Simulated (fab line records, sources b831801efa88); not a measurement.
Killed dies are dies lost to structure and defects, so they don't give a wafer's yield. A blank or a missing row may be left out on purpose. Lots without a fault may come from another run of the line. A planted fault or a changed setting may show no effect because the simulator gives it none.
fab line records | flow gf180mcu
record lots=5 wafers=15 last_day=33
route steps=602 shown STI@25 DNWELL@32 NWELL@42 LVPWELL@54
lots that met no fault: from a run of the same line without faults
start_h: hours from the record's first day to the start of the lot's first wafer shown | wait_h: hours since the lot's step before | " the same as in the row above | L1.1+2: a row that stands for several wafers | - no value, or no start given | * or withheld: withheld | < > ~ a bound
route shown NAME@n: a module of which the file shows steps, and the number in the route of the first | usual: mean/standard deviation of fault-free wafers | same: alike in all rows | chamber/n: place in a boat | sites: the reading at each site | _std_site: their standard deviation | _edge_site: outer sites' mean less inner sites' | radius_mm: how far each site lies from the wafer's centre | mask NAME#n: copy n | behind: the tool/chamber that last shaped the wafer | hold: why the lot was held/for how many hours/how that ended | device: the transistor (n, p or np) that didn't switch | end of line: the same wafers' tests at the end of the route | a step without rows: its recipe alone | killed: dies lost to structure and defects at the first sort, not the wafer's yield | map: a wafer's dies, x killed, . not, _ none there
set.NAME: the setting as run; set.NAME@STEP: as run at that earlier step | model.NAME: the simulator's own value behind a step, which no gauge read
lots at some steps of the route; a table a step, a row a wafer
services: from which hour (start_h, from the record's first day; less than 0 if before it) a tool's chamber was out of use, for how many hours, and why
## steps
# step GF_STI_THK_MEAS_24
# recipe reads=SiO2_of_STI_CVD_23
# usual STI_CVD_23_THK=650/8.4
# columns lot.wafer tool chamber start_h wait_h STI_CVD_23_THK[nm]
L075.1 film_metro-04 - 37.20 0.0 659
L075.3 " - " " 641
L075.4 " - " " 650
L080.3 film_metro-02 - 63.56 0.1 639
L080.4 " - " " 638
L080.5 " - " " 642
L082.4 film_metro-01 - 69.76 0.0 664
L082.5 " - " " 660
L082.6 " - " " 658
L083.2 film_metro-01 - 75.68 0.0 636
L083.4 " - " " 643
L083.6 " - " " 640
L094.2 film_metro-02 - 130.91 0.0 646
L094.4 " - " " 646
L094.5 " - " " 641
# step GF_STI_CMP_25
# recipe stop_on=Si3N4 t_overpolish_s=33 down_force_psi=4 platen_rpm=60 target_thk_nm=524.6 pad_velocity_m_s=0.94248
# usual motor_current_A=12.7/1.4 overpolish_run_s=32.999/0.0088 time_to_endpoint_s=122/6.1
# columns lot.wafer tool chamber start_h wait_h motor_current_A overpolish_run_s time_to_endpoint_s
L075.3 cmp-01 2 37.31 0.1 13.9 33.023 117
L075.1 " 3 " " 12.6 33.004 116
L075.4 " 0 " " 14.5 32.997 130
L080.4 cmp-02 2 63.60 0.0 12.2 32.989 117
L080.3 " 0 " " 14.3 33.015 118
L080.5 " 3 " " 11.4 32.993 121
L082.4 cmp-02 3 69.79 0.0 11.1 32.988 120
L082.5 " 3 " " 11.1 32.994 125
L082.6 " 0 " " 14.1 33.001 122
L083.2 cmp-01 3 75.78 0.1 12.0 33.003 114
L083.4 " 0 " " 14.4 33.004 128
L083.6 " 2 " " 13.7 32.996 120
L094.4 cmp-02 1 130.96 0.0 10.7 32.992 134
L094.2 " 3 " " 10.8 32.988 119
L094.5 " 1 " " 11.2 33.012 130
# step GF_STI_WET_ETCH_26
# recipe chemistry=dHF target_depth_nm=94 target=SiO2 temp_c=25 dilution=10:1 time_s=188
# columns lot.wafer tool chamber start_h wait_h
L075.1+3+4 wet_bench-01 3 37.56 0.1
L080.3+4+5 wet_bench-01 2 63.90 0.1
L082.4+5+6 wet_bench-01 2 70.09 0.2
L083.2+4+6 wet_bench-01 2 76.03 0.2
L094.2+4+5 wet_bench-04 2 131.26 0.1
# step GF_STI_WET_ETCH_27
# recipe chemistry=H3PO4 target_depth_nm=160 target=Si3N4 temp_c=160 time_s=1825
# columns lot.wafer tool chamber start_h wait_h
L075.1+3+4 wet_bench-03 0 37.63 0.0
L080.3+4+5 wet_bench-03 2 63.96 0.0
L082.4+5+6 wet_bench-04 3 70.15 0.0
L083.2+4+6 wet_bench-04 1 76.09 0.0
L094.2+4+5 wet_bench-01 3 131.33 0.0
# step GF_STI_WET_ETCH_28
# recipe chemistry=dHF target_depth_nm=20 dry=ipa_marangoni target=SiO2 temp_c=25 dilution=10:1 time_s=40
# columns lot.wafer tool chamber start_h wait_h
L075.1+3+4 wet_bench-04 0 38.15 0.0
L080.3+4+5 wet_bench-04 1 64.52 0.0
L082.4+5+6 wet_bench-03 3 70.71 0.0
L083.2+4+6 wet_bench-01 3 76.61 0.0
L094.2+4+5 wet_bench-04 1 131.84 0.0
# step GF_STI_OXIDATION_29
# recipe temp_c=900 ambient=O2 stabilise_s=600 purge_s=300 target_thk_a=100 ox_time_s=1418
# usual spike_tc_centre_C=900.9/1 spike_tc_top_C=908.1/2.1 zone_power_lower_pct=17.7/0.87 zone_power_top_pct=29.8/0.53
# columns lot.wafer tool chamber start_h wait_h spike_tc_centre_C spike_tc_top_C zone_power_lower_pct zone_power_top_pct
L075.1 furnace-02 0 42.87 4.7 901.2 906.7 16.8 29.7
L075.3 " 0 " " 902.7 906.9 17.3 29.7
L075.4 " 0 " " 901.2 906.3 17.2 29.3
L080.3 furnace-02 0 64.55 0.0 900.9 906.6 17.0 29.2
L080.4 " 0 " " 902.2 907.0 17.3 29.9
L080.5 " 0 " " 899.5 906.3 17.0 29.5
L082.4 furnace-02 0 71.51 0.8 898.9 907.8 17.0 29.6
L082.5 " 0 " " 903.1 907.0 16.9 29.3
L082.6 " 0 " " 900.4 906.9 17.1 29.8
L083.2 furnace-02 0 76.93 0.3 902.4 905.7 16.9 29.2
L083.4 " 0 " " 900.9 907.7 17.2 29.6
L083.6 " 0 " " 899.6 905.1 17.1 30.0
L094.2 furnace-01 0 131.86 0.0 900.5 910.2 18.9 30.5
L094.4 " 0 " " 898.2 911.1 18.7 30.6
L094.5 " 0 " " 900.5 911.4 18.8 30.3
# step GF_STI_THK_MEAS_30
# recipe reads=SiO2_of_STI_OXIDATION_29
# usual STI_OXIDATION_02_THK=9.95/0.17
# columns lot.wafer tool chamber start_h wait_h STI_OXIDATION_02_THK[nm]
L075.1 film_metro-01 - 44.27 0.0 9.98
L075.3 " - " " 9.92
L075.4 " - " " 9.89
L080.3 film_metro-04 - 65.96 0.0 10.16
L080.4 " - " " 9.81
L080.5 " - " " 9.83
L082.4 film_metro-02 - 72.94 0.0 10.05
L082.5 " - " " 10.17
L082.6 " - " " 10.24
L083.2 film_metro-02 - 78.33 0.0 9.84
L083.4 " - " " 9.73
L083.6 " - " " 9.63
L094.2 film_metro-04 - 133.26 0.0 9.80
L094.4 " - " " 9.84
L094.5 " - " " 10.24
# step GF_DNWELL_DEHYDRATE_00
# recipe temp_c=200 time_s=60
# usual heater_power_total_W=160.37/0.13 resist_line_temp_C=23.00/0.091
# columns lot.wafer tool chamber start_h wait_h heater_power_total_W resist_line_temp_C
L075.1 litho_track-03 0 49.37 5.1 160.37 22.86
L075.3 " 0 " " 160.20 22.90
L075.4 " 0 " " 160.46 23.02
L080.3 litho_track-01 0 72.15 6.2 160.36 23.13
L080.4 " 0 " " 160.36 23.14
L080.5 " 0 " " 160.50 23.10
L082.4 litho_track-02 0 79.06 6.1 160.35 22.86
L082.5 " 0 " " 160.25 23.02
L082.6 " 0 " " 160.52 22.83
L083.2 litho_track-01 0 84.27 5.9 160.43 23.08
L083.4 " 0 " " 160.26 23.15
L083.6 " 0 " " 160.58 22.94
L094.2 litho_track-01 0 139.92 6.6 160.41 22.92
L094.4 " 0 " " 160.40 22.99
L094.5 " 0 " " 160.53 22.96
# step GF_DNWELL_HMDS_01
# recipe prime_time_s=60 prime_temp_c=120
# usual resist_line_temp_C=22.98/0.092
# columns lot.wafer tool chamber start_h wait_h resist_line_temp_C
L075.1 litho_track-03 0 49.52 0.1 22.98
L075.3 " 0 " " 22.92
L075.4 " 0 " " 22.81
L080.3 litho_track-01 0 72.30 0.1 22.95
L080.4 " 0 " " 23.05
L080.5 " 0 " " 22.90
L082.4 litho_track-02 0 79.21 0.1 22.93
L082.5 " 0 " " 23.01
L082.6 " 0 " " 23.03
L083.2 litho_track-01 0 84.42 0.1 22.97
L083.4 " 0 " " 22.81
L083.6 " 0 " " 22.98
L094.2 litho_track-01 0 140.07 0.1 22.94
L094.4 " 0 " " 22.80
L094.5 " 0 " " 22.93
# step GF_DNWELL_COAT_02
# recipe spin_rpm=2000 resist_thk_nm=3000
# usual dispense_pressure_kPa=52.1/1.4 resist_line_temp_C=22.97/0.12
# columns lot.wafer tool chamber start_h wait_h dispense_pressure_kPa resist_line_temp_C
L075.1 litho_track-03 0 49.67 0.1 50.2 23.32
L075.3 " 0 " " 50.3 23.18
L075.4 " 0 " " 50.2 23.03
L080.3 litho_track-01 0 72.45 0.1 53.4 22.94
L080.4 " 0 " " 53.4 22.90
L080.5 " 0 " " 53.4 23.00
L082.4 litho_track-02 0 79.36 0.1 51.1 22.99
L082.5 " 0 " " 51.0 22.82
L082.6 " 0 " " 51.0 23.14
L083.2 litho_track-01 0 84.57 0.1 53.4 22.97
L083.4 " 0 " " 53.4 22.90
L083.6 " 0 " " 53.4 22.73
L094.2 litho_track-01 0 140.22 0.1 53.4 22.93
L094.4 " 0 " " 53.5 22.88
L094.5 " 0 " " 53.4 22.95
# step GF_DNWELL_SOFTBAKE_03
# recipe temp_c=110 time_s=withheld
# usual heater_power_total_W=65.31/0.13 resist_line_temp_C=23.01/0.11
# columns lot.wafer tool chamber start_h wait_h heater_power_total_W resist_line_temp_C
L075.1 litho_track-03 0 49.82 0.1 65.16 23.16
L075.3 " 0 " " 65.28 22.91
L075.4 " 0 " " 65.41 22.99
L080.3 litho_track-01 0 72.61 0.1 65.28 23.11
L080.4 " 0 " " 65.42 23.09
L080.5 " 0 " " 65.22 23.07
L082.4 litho_track-02 0 79.53 0.1 65.47 23.01
L082.5 " 0 " " 65.34 22.96
L082.6 " 0 " " 65.27 23.01
L083.2 litho_track-01 0 84.73 0.1 65.20 23.08
L083.4 " 0 " " 65.41 22.84
L083.6 " 0 " " 65.31 22.78
L094.2 litho_track-01 0 140.38 0.1 65.27 22.87
L094.4 " 0 " " 65.46 22.91
L094.5 " 0 " " 65.51 22.89
# step GF_DNWELL_EXPOSE_04
# recipe mask_id=DNWELL target_cd_nm=1700 na=0.6 source_shape=conventional sigma_outer=0.6 dose_mj=260
# columns lot.wafer tool chamber start_h wait_h mask
L075.1+3+4 iline_stepper-01 0 - - DNWELL#0
L080.3+4+5 iline_stepper-02 0 - - DNWELL#0
L082.4+5+6 iline_stepper-02 0 - - DNWELL#0
L083.2+4+6 iline_stepper-02 0 - - DNWELL#0
L094.2+4+5 iline_stepper-02 0 - - DNWELL#0
# step GF_DNWELL_PEB_05
# recipe temp_c=115 time_s=withheld
# usual heater_power_total_W=69.34/0.13 resist_line_temp_C=22.99/0.11
# columns lot.wafer tool chamber start_h wait_h heater_power_total_W resist_line_temp_C
L075.1 litho_track-03 0 - - 69.40 23.13
L075.3 " 0 " " 69.26 23.14
L075.4 " 0 " " 69.39 23.03
L080.3 litho_track-01 0 - - 69.46 23.04
L080.4 " 0 " " 69.51 22.81
L080.5 " 0 " " 69.27 22.74
L082.4 litho_track-02 0 - - 69.44 22.98
L082.5 " 0 " " 69.46 23.00
L082.6 " 0 " " 69.34 23.12
L083.2 litho_track-01 0 - - 69.40 22.88
L083.4 " 0 " " 69.38 22.78
L083.6 " 0 " " 69.29 23.10
L094.2 litho_track-02 0 - - 69.37 22.81
L094.4 " 0 " " 69.07 22.91
L094.5 " 0 " " 69.33 22.85
# step GF_DNWELL_DEVELOP_06
# recipe wall_angle_deg=90 develop_time_s=60 dev_temp_c=23
# usual resist_line_temp_C=23.00/0.1
# same develop_time_s=60
# columns lot.wafer tool chamber start_h wait_h resist_line_temp_C
L075.1 litho_track-03 0 - - 23.00
L075.3 " 0 " " 22.98
L075.4 " 0 " " 23.01
L080.3 litho_track-01 0 - - 23.07
L080.4 " 0 " " 23.12
L080.5 " 0 " " 22.94
L082.4 litho_track-02 0 - - 23.02
L082.5 " 0 " " 22.98
L082.6 " 0 " " 23.02
L083.2 litho_track-01 0 - - 22.90
L083.4 " 0 " " 22.79
L083.6 " 0 " " 23.03
L094.2 litho_track-02 0 - - 22.96
L094.4 " 0 " " 22.89
L094.5 " 0 " " 22.96
# step GF_DNWELL_IMPLANT_07
# recipe species=P energy_kev=1500 dose_cm2=1e+13 tilt_deg=0
# usual beam_energy_keV=1500.1/0.45 end_station_pressure_torr=5.05e-06/2.5e-07 tilt_deg=-0.002/0.02
# columns lot.wafer tool chamber start_h wait_h beam_energy_keV end_station_pressure_torr tilt_deg
L075.1 implanter-04 0 56.22 - 1499.7 5.04e-06 -0.014
L075.3 " 0 " " 1500.0 4.9e-06 -0.023
L075.4 " 0 " " 1499.4 5.13e-06 0.001
L080.3 implanter-01 0 79.45 - 1500.4 5.23e-06 -0.006
L080.4 " 0 " " 1500.3 5.15e-06 -0.020
L080.5 " 0 " " 1500.6 4.94e-06 -0.011
L082.4 implanter-04 0 86.11 - 1500.4 5.28e-06 -0.003
L082.5 " 0 " " 1499.9 5.3e-06 -0.028
L082.6 " 0 " " 1500.4 5.2e-06 -0.015
L083.2 implanter-01 0 92.02 - 1500.1 5.26e-06 -0.022
L083.4 " 0 " " 1500.3 5.31e-06 -0.022
L083.6 " 0 " " 1500.2 5.01e-06 -0.018
L094.2 implanter-03 0 148.06 - 1500.2 4.61e-06 0.011
L094.4 " 0 " " 1500.4 4.85e-06 -0.012
L094.5 " 0 " " 1500.5 4.63e-06 -0.025
# step GF_DNWELL_STRIP_08
# recipe chemistry=O2/N2 power_w=1400 pressure_mtorr=1500 platen_temp_c=250 o2_flow_sccm=3000 n2_flow_sccm=300 overash_fraction=0.5
# usual drypump_motor_current_A=5.6/0.57 heater_power_w=322/39 oes_product_au=0.722/0.0045 strip_time_to_endpoint_s=36.97/0.11
# columns lot.wafer tool chamber start_h wait_h drypump_motor_current_A heater_power_w oes_product_au rf_hours_counter_h strip_time_to_endpoint_s
L075.1 plasma_asher-02 0 56.37 0.1 4.8 317 0.723 24 37.18
L075.3 " 1 " " 5.8 299 0.714 - 37.07
L075.4 " 0 " " 4.8 327 0.724 - 37.18
L080.3 plasma_asher-04 1 79.58 0.1 5.4 276 0.728 - 36.96
L080.4 " 0 " " 6.5 331 0.720 - 37.04
L080.5 " 0 " " 6.5 337 0.724 - 37.06
L082.4 plasma_asher-04 0 86.22 0.1 6.5 344 0.724 - 37.05
L082.5 " 0 " " 6.5 332 0.729 - 36.94
L082.6 " 1 " " 5.4 272 0.719 - 37.00
L083.2 plasma_asher-02 1 92.15 0.1 5.9 302 0.723 28 37.08
L083.4 " 1 " " 5.8 299 0.724 - 37.07
L083.6 " 1 " " 5.9 302 0.719 - 37.07
L094.2 plasma_asher-03 1 148.18 0.1 6.0 315 0.725 55 36.96
L094.4 " 0 " " 5.2 410 0.720 - 36.97
L094.5 " 0 " " 5.2 402 0.725 - 36.96
# step GF_DNWELL_TW_MEAS_09
# usual DNWELL_TW=1353/19
# columns lot.wafer tool chamber start_h wait_h DNWELL_TW
L075.1 film_metro-03 - 56.47 0.1 1379
L075.3 " - " " 1379
L075.4 " - " " 1379
L080.3 film_metro-03 - 79.67 0.1 1366
L080.4 " - " " 1373
L080.5 " - " " 1376
L082.4 film_metro-01 - 86.31 0.1 1342
L082.5 " - " " 1335
L082.6 " - " " 1329
L083.2 film_metro-01 - 92.26 0.1 1335
L083.4 " - " " 1337
L083.6 " - " " 1330
L094.2 film_metro-01 - 148.29 0.1 1349
L094.4 " - " " 1347
L094.5 " - " " 1346
# step GF_NWELL_DEHYDRATE_00
# recipe temp_c=200 time_s=60
# usual heater_power_total_W=160.38/0.13 resist_line_temp_C=22.98/0.11
# columns lot.wafer tool chamber start_h wait_h heater_power_total_W resist_line_temp_C
L075.1 litho_track-03 0 62.37 5.9 160.38 22.92
L075.3 " 0 " " 160.38 22.83
L075.4 " 0 " " 160.21 22.93
L080.3 litho_track-04 0 85.67 6.0 160.54 23.01
L080.4 " 0 " " 160.35 23.15
L080.5 " 0 " " 160.35 23.03
L082.4 litho_track-02 0 92.76 6.4 160.49 23.00
L082.5 " 0 " " 160.39 23.01
L082.6 " 0 " " 160.50 23.03
L083.2 litho_track-03 0 98.69 6.4 160.28 23.07
L083.4 " 0 " " 160.43 23.08
L083.6 " 0 " " 160.52 23.12
L094.2 litho_track-04 0 155.34 7.0 160.44 23.19
L094.4 " 0 " " 160.57 22.97
L094.5 " 0 " " 160.36 23.17
# step GF_NWELL_HMDS_01
# recipe prime_time_s=60 prime_temp_c=120
# usual resist_line_temp_C=23.02/0.1
# columns lot.wafer tool chamber start_h wait_h resist_line_temp_C
L075.1 litho_track-03 0 62.52 0.1 22.99
L075.3 " 0 " " 23.08
L075.4 " 0 " " 23.09
L080.3 litho_track-04 0 85.82 0.1 23.01
L080.4 " 0 " " 23.15
L080.5 " 0 " " 22.95
L082.4 litho_track-02 0 92.91 0.1 23.02
L082.5 " 0 " " 23.07
L082.6 " 0 " " 22.92
L083.2 litho_track-03 0 98.84 0.1 23.09
L083.4 " 0 " " 23.05
L083.6 " 0 " " 23.09
L094.2 litho_track-04 0 155.49 0.1 22.90
L094.4 " 0 " " 22.94
L094.5 " 0 " " 22.96
# step GF_NWELL_COAT_02
# recipe spin_rpm=2000 resist_thk_nm=3000
# usual dispense_pressure_kPa=50.1/0.71 resist_line_temp_C=23.00/0.11
# columns lot.wafer tool chamber start_h wait_h dispense_pressure_kPa resist_line_temp_C
L075.1 litho_track-03 0 62.67 0.1 50.2 23.02
L075.3 " 0 " " 50.2 23.07
L075.4 " 0 " " 50.3 23.05
L080.3 litho_track-04 0 85.97 0.1 49.2 23.01
L080.4 " 0 " " 49.2 22.87
L080.5 " 0 " " 49.2 22.87
L082.4 litho_track-02 0 93.06 0.1 51.0 22.78
L082.5 " 0 " " 51.1 22.96
L082.6 " 0 " " 51.0 22.93
L083.2 litho_track-03 0 98.99 0.1 50.3 23.00
L083.4 " 0 " " 50.3 23.23
L083.6 " 0 " " 50.2 23.10
L094.2 litho_track-04 0 155.64 0.1 49.2 23.11
L094.4 " 0 " " 49.3 23.03
L094.5 " 0 " " 49.3 23.18
# step GF_NWELL_SOFTBAKE_03
# recipe temp_c=110 time_s=withheld
# usual heater_power_total_W=65.33/0.14 resist_line_temp_C=23.00/0.1
# columns lot.wafer tool chamber start_h wait_h heater_power_total_W resist_line_temp_C
L075.1 litho_track-03 0 62.82 0.1 65.16 22.93
L075.3 " 0 " " 65.28 22.94
L075.4 " 0 " " 65.50 22.94
L080.3 litho_track-04 0 86.14 0.1 65.48 22.84
L080.4 " 0 " " 65.51 22.99
L080.5 " 0 " " 65.48 22.92
L082.4 litho_track-02 0 93.23 0.1 65.18 23.07
L082.5 " 0 " " 65.41 23.00
L082.6 " 0 " " 65.46 23.20
L083.2 litho_track-03 0 99.15 0.1 65.16 22.99
L083.4 " 0 " " 65.39 22.93
L083.6 " 0 " " 65.60 22.94
L094.2 litho_track-04 0 155.80 0.1 65.13 23.04
L094.4 " 0 " " 65.31 22.96
L094.5 " 0 " " 65.45 22.84
# step GF_NWELL_EXPOSE_04
# recipe mask_id=Nwell target_cd_nm=860 na=0.6 source_shape=conventional sigma_outer=0.6 dose_mj=260
# columns lot.wafer tool chamber start_h wait_h mask
L075.1+3+4 iline_stepper-02 0 - - Nwell#0
L080.3+4+5 iline_stepper-02 0 - - Nwell#0
L082.4+5+6 iline_stepper-02 0 - - Nwell#0
L083.2+4+6 iline_stepper-01 0 - - Nwell#0
L094.2+4+5 iline_stepper-01 0 - - Nwell#0
# step GF_NWELL_PEB_05
# recipe temp_c=115 time_s=withheld
# usual heater_power_total_W=69.33/0.14 resist_line_temp_C=22.98/0.1
# columns lot.wafer tool chamber start_h wait_h heater_power_total_W resist_line_temp_C
L075.1 litho_track-04 0 - - 69.42 22.77
L075.3 " 0 " " 69.37 23.03
L075.4 " 0 " " 69.14 22.88
L080.3 litho_track-04 0 - - 69.34 23.06
L080.4 " 0 " " 69.22 22.99
L080.5 " 0 " " 69.30 23.09
L082.4 litho_track-03 0 - - 69.25 23.04
L082.5 " 0 " " 69.29 23.04
L082.6 " 0 " " 69.46 23.17
L083.2 litho_track-03 0 - - 69.35 22.91
L083.4 " 0 " " 69.51 22.93
L083.6 " 0 " " 69.45 22.92
L094.2 litho_track-02 0 - - 69.51 22.97
L094.4 " 0 " " 69.58 22.93
L094.5 " 0 " " 69.29 23.00
# step GF_NWELL_DEVELOP_06
# recipe wall_angle_deg=90 develop_time_s=60 dev_temp_c=23
# usual resist_line_temp_C=22.97/0.084
# same develop_time_s=60
# columns lot.wafer tool chamber start_h wait_h resist_line_temp_C
L075.1 litho_track-04 0 - - 22.98
L075.3 " 0 " " 22.98
L075.4 " 0 " " 22.97
L080.3 litho_track-04 0 - - 22.99
L080.4 " 0 " " 22.94
L080.5 " 0 " " 23.01
L082.4 litho_track-03 0 - - 22.90
L082.5 " 0 " " 22.93
L082.6 " 0 " " 22.93
L083.2 litho_track-03 0 - - 22.96
L083.4 " 0 " " 22.91
L083.6 " 0 " " 22.93
L094.2 litho_track-02 0 - - 22.93
L094.4 " 0 " " 22.78
L094.5 " 0 " " 22.79
# step GF_NWELL_OVL_MEAS_07
# usual NWELL_OVL=-1.0/1.4
# columns lot.wafer tool chamber start_h wait_h NWELL_OVL[nm]
L075.1 overlay-02 - 69.37 - 1.6
L075.3 " - " " 2.2
L075.4 " - " " 2.1
L080.3 overlay-01 - 93.13 - 1.1
L080.4 " - " " 1.5
L080.5 " - " " 0.7
L082.4 overlay-02 - 100.04 - 1.2
L082.5 " - " " -1.0
L082.6 " - " " 0.2
L083.2 overlay-01 - 107.12 - -0.7
L083.4 " - " " -1.7
L083.6 " - " " -1.5
L094.2 overlay-02 - 163.64 - 0.2
L094.4 " - " " -3.1
L094.5 " - " " -0.9
# step GF_NWELL_IMPLANT_08
# recipe species=P energy_kev=450 dose_cm2=1.5e+13 tilt_deg=0
# usual beam_energy_keV=450.00/0.13 end_station_pressure_torr=5.08e-06/2.6e-07 tilt_deg=-0.001/0.019
# columns lot.wafer tool chamber start_h wait_h beam_energy_keV end_station_pressure_torr tilt_deg
L075.1 implanter-01 0 69.40 0.0 449.66 5.39e-06 0.035
L075.3 " 0 " " 450.05 5e-06 0.048
L075.4 " 0 " " 449.90 5.11e-06 0.020
L080.3 implanter-01 0 93.20 0.1 450.11 5.25e-06 -0.001
L080.4 " 0 " " 449.92 5.08e-06 -0.025
L080.5 " 0 " " 450.07 5.09e-06 -0.015
L082.4 implanter-02 0 100.13 0.1 449.91 4.87e-06 0.001
L082.5 " 0 " " 450.16 5.3e-06 -0.018
L082.6 " 0 " " 450.01 4.84e-06 0.008
L083.2 implanter-01 0 107.18 0.0 450.28 5.04e-06 -0.025
L083.4 " 0 " " 450.20 5.01e-06 -0.033
L083.6 " 0 " " 450.21 5e-06 -0.031
L094.2 implanter-03 0 163.69 0.0 450.17 4.82e-06 0.044
L094.4 " 0 " " 450.20 5.2e-06 0.044
L094.5 " 0 " " 449.87 5.36e-06 0.008
# step GF_NWELL_IMPLANT_09
# recipe species=P energy_kev=160 dose_cm2=4e+12 tilt_deg=0
# usual beam_energy_keV=160.00/0.054 end_station_pressure_torr=5.03e-06/2.6e-07 tilt_deg=0.001/0.02
# columns lot.wafer tool chamber start_h wait_h beam_energy_keV end_station_pressure_torr tilt_deg
L075.1 implanter-01 0 69.55 0.1 159.99 5.12e-06 -0.008
L075.3 " 0 " " 159.98 4.91e-06 -0.031
L075.4 " 0 " " 160.00 5.35e-06 -0.015
L080.3 implanter-01 0 93.35 0.1 160.06 5.03e-06 -0.012
L080.4 " 0 " " 160.04 5.38e-06 0.023
L080.5 " 0 " " 160.03 5.04e-06 0.015
L082.4 implanter-02 0 100.28 0.1 159.99 5.37e-06 0.008
L082.5 " 0 " " 160.02 5.67e-06 0.010
L082.6 " 0 " " 160.00 5.24e-06 -0.011
L083.2 implanter-01 0 107.33 0.1 160.02 5.11e-06 -0.005
L083.4 " 0 " " 160.02 5.23e-06 0.002
L083.6 " 0 " " 160.01 4.92e-06 0.021
L094.2 implanter-03 0 163.84 0.1 160.02 5.11e-06 -0.013
L094.4 " 0 " " 160.04 4.99e-06 0.008
L094.5 " 0 " " 159.95 5.01e-06 -0.038
# step GF_NWELL_STRIP_10
# recipe chemistry=O2/N2 power_w=1400 pressure_mtorr=1500 platen_temp_c=250 o2_flow_sccm=3000 n2_flow_sccm=300 overash_fraction=0.5
# usual drypump_motor_current_A=5.7/0.53 heater_power_w=316/38 oes_product_au=0.723/0.005 strip_time_to_endpoint_s=36.96/0.092
# columns lot.wafer tool chamber start_h wait_h drypump_motor_current_A heater_power_w oes_product_au rf_hours_counter_h strip_time_to_endpoint_s
L075.1 plasma_asher-01 0 69.70 0.1 5.8 321 0.716 40 36.94
L075.3 " 0 " " 5.8 326 0.719 - 36.93
L075.4 " 1 " " 5.1 280 0.713 - 36.89
L080.3 plasma_asher-04 1 93.49 0.1 5.4 281 0.717 - 37.11
L080.4 " 0 " " 6.5 334 0.723 - 37.05
L080.5 " 1 " " 5.4 273 0.716 - 37.06
L082.4 plasma_asher-04 1 100.39 0.1 5.3 275 0.717 - 36.95
L082.5 " 0 " " 6.6 328 0.721 - 37.02
L082.6 " 1 " " 5.4 275 0.721 - 36.99
L083.2 plasma_asher-01 1 107.45 0.1 5.0 281 0.716 43 36.97
L083.4 " 1 " " 5.0 287 0.721 - 36.87
L083.6 " 0 " " 5.8 325 0.717 - 36.81
L094.2 plasma_asher-01 0 163.97 0.1 5.8 301 0.730 5 36.90
L094.4 " 0 " " 5.8 300 0.730 - 36.93
L094.5 " 1 " " 5.1 297 0.728 - 36.91
# step GF_NWELL_TW_MEAS_11
# usual NWELL_TW=1580/14
# columns lot.wafer tool chamber start_h wait_h NWELL_TW
L075.1 film_metro-02 - 69.80 0.1 1574
L075.3 " - " " 1580
L075.4 " - " " 1579
L080.3 film_metro-03 - 93.57 0.1 1589
L080.4 " - " " 1598
L080.5 " - " " 1599
L082.4 film_metro-04 - 100.48 0.1 1561
L082.5 " - " " 1561
L082.6 " - " " 1571
L083.2 film_metro-02 - 107.56 0.1 1574
L083.4 " - " " 1579
L083.6 " - " " 1580
L094.2 film_metro-03 - 164.08 0.1 1597
L094.4 " - " " 1615
L094.5 " - " " 1594
# step GF_LVPWELL_DEHYDRATE_00
# recipe temp_c=200 time_s=60
# usual heater_power_total_W=160.38/0.14 resist_line_temp_C=23.00/0.095
# columns lot.wafer tool chamber start_h wait_h heater_power_total_W resist_line_temp_C
L075.1 litho_track-04 0 75.97 6.2 160.54 23.01
L075.3 " 0 " " 160.47 22.86
L075.4 " 0 " " 160.46 23.03
L080.3 litho_track-01 0 99.40 5.8 160.20 22.91
L080.4 " 0 " " 160.27 22.80
L080.5 " 0 " " 160.34 22.88
L082.4 litho_track-01 0 107.57 7.1 160.41 23.08
L082.5 " 0 " " 160.20 23.09
L082.6 " 0 " " 160.38 23.00
L083.2 litho_track-02 0 114.01 6.4 160.53 23.06
L083.4 " 0 " " 160.22 23.01
L083.6 " 0 " " 160.37 23.02
L094.2 litho_track-04 0 171.04 7.0 160.44 23.01
L094.4 " 0 " " 160.18 23.00
L094.5 " 0 " " 160.30 22.94
# step GF_LVPWELL_HMDS_01
# recipe prime_time_s=60 prime_temp_c=120
# usual resist_line_temp_C=23.00/0.11
# columns lot.wafer tool chamber start_h wait_h resist_line_temp_C
L075.1 litho_track-04 0 76.12 0.1 23.04
L075.3 " 0 " " 23.03
L075.4 " 0 " " 23.04
L080.3 litho_track-01 0 99.55 0.1 22.95
L080.4 " 0 " " 23.04
L080.5 " 0 " " 23.12
L082.4 litho_track-01 0 107.72 0.1 22.91
L082.5 " 0 " " 22.84
L082.6 " 0 " " 22.75
L083.2 litho_track-02 0 114.16 0.1 23.09
L083.4 " 0 " " 23.05
L083.6 " 0 " " 23.07
L094.2 litho_track-04 0 171.19 0.1 22.97
L094.4 " 0 " " 23.14
L094.5 " 0 " " 23.17
# step GF_LVPWELL_COAT_02
# recipe spin_rpm=2000 resist_thk_nm=3000
# usual dispense_pressure_kPa=50.9/1.7 resist_line_temp_C=22.98/0.099
# columns lot.wafer tool chamber start_h wait_h dispense_pressure_kPa resist_line_temp_C
L075.1 litho_track-04 0 76.27 0.1 49.2 23.14
L075.3 " 0 " " 49.2 23.12
L075.4 " 0 " " 49.2 23.14
L080.3 litho_track-01 0 99.70 0.1 53.4 22.86
L080.4 " 0 " " 53.4 22.68
L080.5 " 0 " " 53.4 22.98
L082.4 litho_track-01 0 107.87 0.1 53.4 23.04
L082.5 " 0 " " 53.5 23.18
L082.6 " 0 " " 53.4 22.98
L083.2 litho_track-02 0 114.31 0.1 51.0 22.99
L083.4 " 0 " " 51.1 23.00
L083.6 " 0 " " 51.1 23.03
L094.2 litho_track-04 0 171.34 0.1 49.2 22.97
L094.4 " 0 " " 49.3 22.84
L094.5 " 0 " " 49.3 23.04
## services
# columns tool chamber start_h hours kind
plasma_asher-01 - 15.35 14.6 pm
cmp-01 - 16.64 1.4 repair
plasma_asher-02 - 43.43 2.8 pm
iline_stepper-02 - 44.57 1.7 pm
implanter-04 - 48.53 4.0 repair
iline_stepper-01 - 61.15 1.7 pm
cmp-01 - 64.04 4.0 pm
implanter-04 - 75.17 0.9 repair
cmp-01 - 76.76 0.6 repair
iline_stepper-01 - 78.23 3.1 repair
iline_stepper-01 - 82.02 1.1 repair
cmp-02 - 83.17 1.8 repair
plasma_asher-01 - 84.58 2.3 repair
plasma_asher-01 - 92.04 2.8 pm
cmp-02 - 97.49 1.3 repair
cmp-01 - 103.13 1.3 repair
implanter-02 - 106.08 3.3 pm
plasma_asher-01 - 108.85 9.0 pm
plasma_asher-04 - 109.15 1.0 repair
plasma_asher-04 - 109.34 1.2 repair
implanter-03 - 120.35 4.3 pm
cmp-02 - 121.03 4.0 pm
iline_stepper-02 - 128.35 5.2 repair
implanter-01 - 135.69 1.1 repair
## key
fault none
